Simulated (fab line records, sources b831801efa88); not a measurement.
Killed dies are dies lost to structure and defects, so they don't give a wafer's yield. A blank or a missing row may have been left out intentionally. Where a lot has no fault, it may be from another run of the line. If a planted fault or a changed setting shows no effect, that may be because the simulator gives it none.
Chamber matching    flow sky130    SKY_SPACER_ETCHBACK_02 on rie_diel-04: 4 sister chambers
The step etches Si3N4 in CH3F/O2, stops on SiO2, time 46.7 s, target depth 45 nm. 8 wafers are shown with their chamber, then 8 later ones without.

EACH WAFER AND ITS CHAMBER
wafer   chamber  throttle_valve_pct (%)  oes_product_au (a.u.)
L236.1  3        10.553                  0.858
L238.5  3        10.559                  0.852
L240.5  1        10.552                  0.845
L240.6  2        10.560                  0.859
L243.1  0        10.561                  0.864
L243.2  2        10.561                  0.857
L243.4  1        10.548                  0.852
L248.4  0        10.563                  0.861

WAFERS WITHOUT THEIR CHAMBER
wafer   throttle_valve_pct (%)  oes_product_au (a.u.)
L248.5  10.546                  0.864
L248.6  10.567                  0.854
L249.3  10.578                  0.859
L249.5  10.573                  0.848
L249.6  10.570                  0.862
L258.1  10.548                  0.848
L258.4  10.559                  0.861
L258.5  10.568                  0.849

EACH ONE'S CHAMBER
wafer    from the rows above                 in truth
L248.5   can't be placed: 3 or 1 or 2 or 0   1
L248.6   can't be placed: 2 or 0 or 3        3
L249.3   can't be placed: 0 or 2             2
L249.5   can't be placed: 2 or 0 or 3        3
L249.6   can't be placed: 0 or 2             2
L258.1   1                                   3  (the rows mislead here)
L258.4   can't be placed: 2 or 0 or 3        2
L258.5   can't be placed: 2 or 0 or 3        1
Correctly placed: 0 of 8. Not placeable from these rows: 7 (in 6, the candidates include the true chamber). Number placed wrongly: 1.
How it was worked out, from the rows above alone: a wafer's distance from a chamber is the root of the sum, over the readings, of the square of ((its reading less the chamber's mean) divided by the reading's scatter). If the next closest chamber is less than 2 further off than the closest, the wafer can't be placed; otherwise it belongs to the closest. A chamber's mean is the mean of its shown wafers. The scatter: the root of (the sum of the squares of (reading less its chamber's mean) over the shown wafers, divided by (wafers less chambers)).
